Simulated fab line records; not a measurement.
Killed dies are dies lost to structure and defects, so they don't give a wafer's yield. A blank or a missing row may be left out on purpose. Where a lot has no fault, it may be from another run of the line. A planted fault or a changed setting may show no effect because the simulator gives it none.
Matching of chambers    flow gf180mcu    cmp-02 running GF_V2_CMP_26: 4 sister chambers
The step polishes, stops on SiO2, t overpolish 15 s, target thk 0 nm. 14 wafers are shown with their chamber, then 7 later ones without.

== WAFERS, EACH WITH ITS CHAMBER ==
wafer   chamber  motor current A (A)  time to endpoint s (s)  overpolish run s (s)
L774.1  1        15.2                 82                      15.000
L774.2  3        8.7                  80                      14.997
L774.3  0        11.1                 81                      15.010
L775.1  2        11.9                 89                      14.988
L775.5  3        9.7                  84                      14.992
L775.6  0        11.7                 84                      14.994
L776.1  0        11.6                 79                      15.001
L776.3  1        14.6                 83                      14.996
L776.6  1        15.3                 84                      15.005
L793.2  2        11.6                 86                      14.996
L793.3  1        14.4                 82                      15.000
L793.6  1        14.0                 82                      15.009
L794.2  0        11.7                 79                      15.003
L794.4  1        14.9                 84                      15.004

SIGNATURES, as means of the wafers listed above
reading             chamber 0  chamber 1  chamber 2  chamber 3  scatter within a chamber
motor current A     11.525     14.733     11.750     9.200      0.45
time to endpoint s  80.75      82.83      87.50      82.00      1.85
overpolish run s    15.00200   15.00233   14.99200   14.99450   0.00529
Rule: distance of a wafer from a chamber = root of the sum over the readings of ((wafer's reading minus chamber's mean) / reading's scatter) squared. If the next closest chamber is less than 2 further off than the closest, the wafer can't be placed; otherwise it belongs to the closest. The scatter: take each reading less its chamber's mean, square it, sum over the shown wafers, divide by the number of wafers less the number of chambers, and take the root.

== WAFERS WITH NO CHAMBER GIVEN ==
wafer   motor current A (A)  time to endpoint s (s)  overpolish run s (s)
L794.5  15.8                 83                      14.995
L795.1  11.8                 83                      15.018
L795.3  11.5                 89                      14.994
L795.6  9.2                  85                      15.004
L796.1  11.6                 80                      15.003
L796.2  11.7                 89                      15.006
L796.4  14.8                 85                      15.001

== THE CHAMBER EACH PASSED THROUGH ==
wafer   from the rows above      in truth
L794.5  1                        1
L795.1  0                        0
L795.3  2                        2
L795.6  3                        3
L796.1  0                        0
L796.2  can't be placed: 2 or 0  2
L796.4  1                        1
6 of 7 placed correctly. Can't be placed from these rows: 1 (the true chamber is among the candidates in 1). 0 placed wrongly.
